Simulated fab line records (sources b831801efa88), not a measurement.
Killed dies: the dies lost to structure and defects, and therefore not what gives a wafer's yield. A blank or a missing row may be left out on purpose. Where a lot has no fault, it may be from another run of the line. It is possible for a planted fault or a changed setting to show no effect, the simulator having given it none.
Comparing a struck lot with a sound one + flow gf180mcu + 14 steps out of a route of 602
Sound: the wafers L775.2, L775.3, L775.5. Wafers struck: L785.1, L785.2, L785.3. At the end, the cause is stated.
Each step with rows lists, per side, the tool, then ch with its chambers, then its first start. Under that, the readings that differ: sound wafers + struck wafers + difference of the means + sigmas: that difference in standard deviations of wafers without a fault.
alike: words and numbers the same on both sides, and readings whose means are apart by under 2 such deviations; not compared: readings that were withheld, readings missing a value for some wafer, numbers with overlapping values and no deviation given by the record, and bounds like >300 which may hide the same value.
A row with sigmas, a row that says differs or no value, or rows on one side alone: a step with any of these is where the two part. Numbers that have no deviation but don't overlap get no sigmas and don't part them. A reading missing from all wafers of one side parts the sides only when that side holds two or more wafers.

GF_PSD_STRIP_10: strips in O2/N2.
  sound on plasma_asher-04 ch 0,1, day 14 10:47; struck on plasma_asher-01 ch 0,1, day 18 04:40
| reading                      | sound             | struck            | difference | sigmas |
|------------------------------|-------------------|-------------------|------------|--------|
| strip_time_to_endpoint_s (s) | 16.53 16.50 16.55 | 16.63 16.61 16.60 | +0.09      | +3     |
  alike: drypump_motor_current_A, heater_power_w, oes_product_au
  not compared: rf_hours_counter_h
GF_PSD_TW_MEAS_11:
  sound: film_metro-01 at day 14 10:54; struck: film_metro-02 at day 18 04:46
  alike: PSD_TW
then, 1 step without rows for these wafers: GF_PSD_CLEAN_12 (cleans in SC1/SC2, time 150 s).
GF_PSD_RTA_13: time 20 s.
  sound on rtp_anneal-02 ch 0, day 14 11:01; struck on rtp_anneal-02 ch 0, day 18 04:53
  alike: lamp_power_pct, wafer_temp_C_max
GF_PSD_RS_MEAS_14: measures by four-point-probe.
  sound: film_metro-02 at day 14 11:06; struck: film_metro-02 at day 18 04:58
  alike: NSD_RS
GF_PSD_RS_MEAS_15: measures by four-point-probe.
  sound: film_metro-02 at day 14 11:13; struck: film_metro-02 at day 18 05:05
  alike: PSD_RS
GF_SAB_CVD_00: deposits SiO2 from TEOS, target thk 50 nm, time 4.9302 s.
  sound on pecvd-03 ch 0,1,2, day 14 11:19; struck on pecvd-03 ch 0,1,2, day 18 05:12
  alike: heater_power_outer_w, heater_power_w, rf_fwd_power_W
GF_SAB_THK_MEAS_01:
  sound: film_metro-02 at day 14 11:21; struck: film_metro-02 at day 18 05:16
  alike: SAB_CVD_00_THK
then, 4 steps without rows for these wafers: GF_SAB_DEHYDRATE_02 (time 60 s); GF_SAB_HMDS_03 (prime time 60 s); GF_SAB_COAT_04 (resist thk 1000 nm); GF_SAB_SOFTBAKE_05 (time 60 s).
GF_SAB_EXPOSE_06: exposes mask SAB, target cd 420 nm.
  sound on iline_stepper-01 ch 0, day 14 22:12; struck on iline_stepper-01, day 18 17:07
  no value came back on the struck wafers for exposure_dose_mJ_cm2, focus_offset_nm (nm); on the sound wafers exposure_dose_mJ_cm2 reads 139.62 139.71 139.58
  alike: mask
next, for these wafers, 1 step has no rows: GF_SAB_PEB_07.

== WHERE THEY PART ==
First at GF_PSD_STRIP_10; last, within this record, at GF_SAB_EXPOSE_06.

WHY: what had been put in by the simulator
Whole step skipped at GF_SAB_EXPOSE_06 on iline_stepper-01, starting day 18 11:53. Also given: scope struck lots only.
